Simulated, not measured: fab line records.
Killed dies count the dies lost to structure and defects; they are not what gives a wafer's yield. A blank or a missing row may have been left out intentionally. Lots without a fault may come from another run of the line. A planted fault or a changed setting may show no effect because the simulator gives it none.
Which tool was responsible? :: flow sky130 :: 6 lots with 18 wafers sampled at 3 steps, on a route of 708 steps

WHAT THE GAUGES READ, wafer by wafer
SKY_VIA2_THK_MEAS_01.
lot: L126
measured: day 35 15:49
on: film-metro-01
VIA2_HDPCVD_THK (nm): 1171 1163 1177

lot: L128
measured: day 35 23:57
on: film-metro-03
VIA2_HDPCVD_THK (nm): 1168 1160 1186

lot: L131
measured: day 37 02:14
on: film-metro-02
VIA2_HDPCVD_THK (nm): 1180 1186 1201

lot: L133
measured: day 37 13:56
on: film-metro-03
VIA2_HDPCVD_THK (nm): 1165 1164 1149

lot: L135
measured: day 38 17:52
on: film-metro-03
VIA2_HDPCVD_THK (nm): 1206 1165 1177

lot: L138
measured: day 39 13:56
on: film-metro-02
VIA2_HDPCVD_THK (nm): 1192 1523 1183

WHICH TOOL RAN EACH LOT (tool, then ch and the chambers of the sampled wafers, then the start)
lot: L126
SKY_VIA1_SPUTTER_20: pvd-sputter-02, day 34 11:13
SKY_VIA2_HDPCVD_00: hdpcvd-01 ch 0,1,2, day 35 15:41

lot: L128
SKY_VIA1_SPUTTER_20: pvd-sputter-02, day 34 20:15
SKY_VIA2_HDPCVD_00: hdpcvd-01 ch 0,1,2, day 35 23:49

lot: L131
SKY_VIA1_SPUTTER_20: pvd-sputter-02, day 35 21:40
SKY_VIA2_HDPCVD_00: hdpcvd-02 ch 0,1,2, day 37 02:07

lot: L133
SKY_VIA1_SPUTTER_20: pvd-sputter-04, day 36 10:14
SKY_VIA2_HDPCVD_00: hdpcvd-01 ch 1,2, day 37 13:48

lot: L135
SKY_VIA1_SPUTTER_20: pvd-sputter-04, day 37 14:04
SKY_VIA2_HDPCVD_00: hdpcvd-02 ch 0,1, day 38 17:45

lot: L138
SKY_VIA1_SPUTTER_20: pvd-sputter-02, day 38 10:32
SKY_VIA2_HDPCVD_00: hdpcvd-02 ch 0,1,2, day 39 13:47
- SKY_VIA1_SPUTTER_20: material TiN, target thk 20 nm, time 80 s.
- SKY_VIA2_HDPCVD_00: deposits SiO2, target thk 1180 nm, time 196.7 s.

THE ANSWER, worked out from the rows above alone
Rule: usual is defined by the lots themselves. The widest of any qualifying gaps counts: lots, ordered by their means at a reading, are off when they make up no more than a third of the lots, leave a main group of 4 or more, and stand apart from it by 3 or more times the standard deviation of that group's means. Not used: any main group whose means are identical at the precision the tables above print for the reading. Also off: a lot with no number at a reading for which 4 or more lots have one. Any other lot the step has rows for is counted as sound.
Off: at SKY_VIA2_THK_MEAS_01 (VIA2_HDPCVD_THK), L138. Main group: mean 1175 nm, sd 10.
A tool fits if, at a process step before that reading, it ran every lot that is off, and no sound lot after the first of them. Gauges at SKY_VIA2_THK_MEAS_01: tried the same way as those tools. Can't be told from this: 3 tools fit, pvd-sputter-02 at SKY_VIA1_SPUTTER_20, hdpcvd-02 at SKY_VIA2_HDPCVD_00, film-metro-02 at SKY_VIA2_THK_MEAS_01.

WHAT THE SIMULATOR PUT IN
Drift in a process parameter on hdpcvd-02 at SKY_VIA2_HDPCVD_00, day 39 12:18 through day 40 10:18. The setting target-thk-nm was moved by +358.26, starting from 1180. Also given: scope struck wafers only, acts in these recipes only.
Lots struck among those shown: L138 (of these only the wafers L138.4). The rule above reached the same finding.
